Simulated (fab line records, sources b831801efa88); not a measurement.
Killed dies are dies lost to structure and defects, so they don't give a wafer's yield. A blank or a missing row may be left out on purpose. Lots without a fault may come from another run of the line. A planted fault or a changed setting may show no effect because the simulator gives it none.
A struck lot beside a sound one | flow sfq_line | 15 steps out of a route of 325
Sound: wafers L500.1, L500.5, L500.6. Struck: wafers L503.1, L503.2, L503.5. The cause comes at the end.
At each step with rows: each side's tool, then ch and its chambers, then its first start. Under that, the readings that differ: sound wafers | struck wafers | difference of the means | sigmas: that difference in standard deviations of wafers without a fault.
alike: readings whose means differ by less than 2 such deviations, and words and numbers that are the same on both sides. not compared: withheld readings, readings that some wafer has no value for, bounds like >300 that may hide the same value, and numbers for which the record gives no deviation and whose values overlap.
The two part at a step that has a row with sigmas, a row that says differs or no value, or rows on one side only. Numbers that don't overlap but have no deviation are shown without sigmas and don't part them. A reading that every wafer of one side lacks parts them only if that side has two wafers or more.

first, 1 step without rows for these wafers: SFQ_TRILAYER_M6_STRIP_SOLV_CLEAN_164 (cleans in NMP, time 600 s).
SFQ_TRILAYER_I6_DEP_PECVD_165: deposits SiO2 from SiH4/N2O, time 111.11 s, target thk 500 nm.
  sound on pecvd-04 ch 0,1,2, day 64 19:08; struck on pecvd-02 ch 0,1,2, day 65 09:37
  alike: heater_power_w, throttle_valve_pct
SFQ_TRILAYER_I6_CMP_CMP_166: polishes SiO2.
  sound on cmp-02 ch 1,2,3, day 65 22:16; struck on cmp-02 ch 0,2, day 66 12:16
  alike: motor_current_A, slurry_filter_dp_kPa, time_to_endpoint_s
SFQ_I6_BOW_MEAS_941:
  sound on film_metro-01, day 65 23:46; struck on film_metro-02, day 66 14:46
  alike: I6_BOW
SFQ_TRILAYER_I6_METRO_MEASURE_167:
  sound on film_metro-01, day 65 23:53; struck on film_metro-02, day 66 14:53
  alike: thk_nm
then, 6 steps without rows for these wafers: SFQ_TRILAYER_I6_VIA_LITHO_COAT_174 (resist thk 62 nm); SFQ_TRILAYER_I6_VIA_LITHO_COAT_169 (resist thk 650 nm); SFQ_TRILAYER_I6_VIA_LITHO_SOFTBAKE_173; SFQ_TRILAYER_I6_VIA_LITHO_EXPOSE_170 (exposes mask I6, target cd 700 nm); SFQ_TRILAYER_I6_VIA_LITHO_PEB_172 (peb time 60 s); SFQ_TRILAYER_I6_VIA_LITHO_DEVELOP_171 (time 60 s).
SFQ_I6_OVL_MEAS_942:
  sound on overlay-02, day 66 04:47; struck on overlay-01, day 66 18:32
  alike: I6_OVL
SFQ_TRILAYER_I6_VIA_BARC_OPEN_VIA_ETCH_235: etches BARC in O2, target depth 125 nm, time 41.7 s.
  sound on rie_diel-03 ch 2,3, day 66 04:49; struck on rie_diel-03 ch 1,2, day 66 18:34
  reading                                                 | sound             | struck            | difference | sigmas
  model.KrF_of_TRILAYER_I6_VIA_LITHO_COAT_169.thk_nm (nm) | 570.9 571.5 572.2 | 535.1 536.2 534.2 | -36.4      |
  alike: drypump_motor_current_A, oes_product_au
  not compared: rf_hours_counter_h
SFQ_TRILAYER_I6_VIA_ETCH_VIA_ETCH_172: etches SiO2 in CHF3, stops on Nb, target depth 260 nm.
  sound on rie_diel-03 ch 2,3, day 66 04:51; struck on rie_diel-03 ch 1,2, day 66 18:37
  reading                                                 | sound             | struck            | difference | sigmas
  model.KrF_of_TRILAYER_I6_VIA_LITHO_COAT_169.thk_nm (nm) | 525.8 526.2 527.3 | 490.5 492.8 489.6 | -35.5      |
  alike: drypump_motor_current_A, oes_product_au
SFQ_TRILAYER_I6_VIA_STRIP_STRIP_173: strips in O2.
  sound on rie_metal-03 ch 0,1, day 66 04:58; struck on rie_metal-02 ch 0,1, day 66 18:43
  alike: drypump_motor_current_A, oes_product_au
  not compared: rf_hours_counter_h

WHERE THEY PART
Nowhere in this record.

WHY: what the simulator had put in
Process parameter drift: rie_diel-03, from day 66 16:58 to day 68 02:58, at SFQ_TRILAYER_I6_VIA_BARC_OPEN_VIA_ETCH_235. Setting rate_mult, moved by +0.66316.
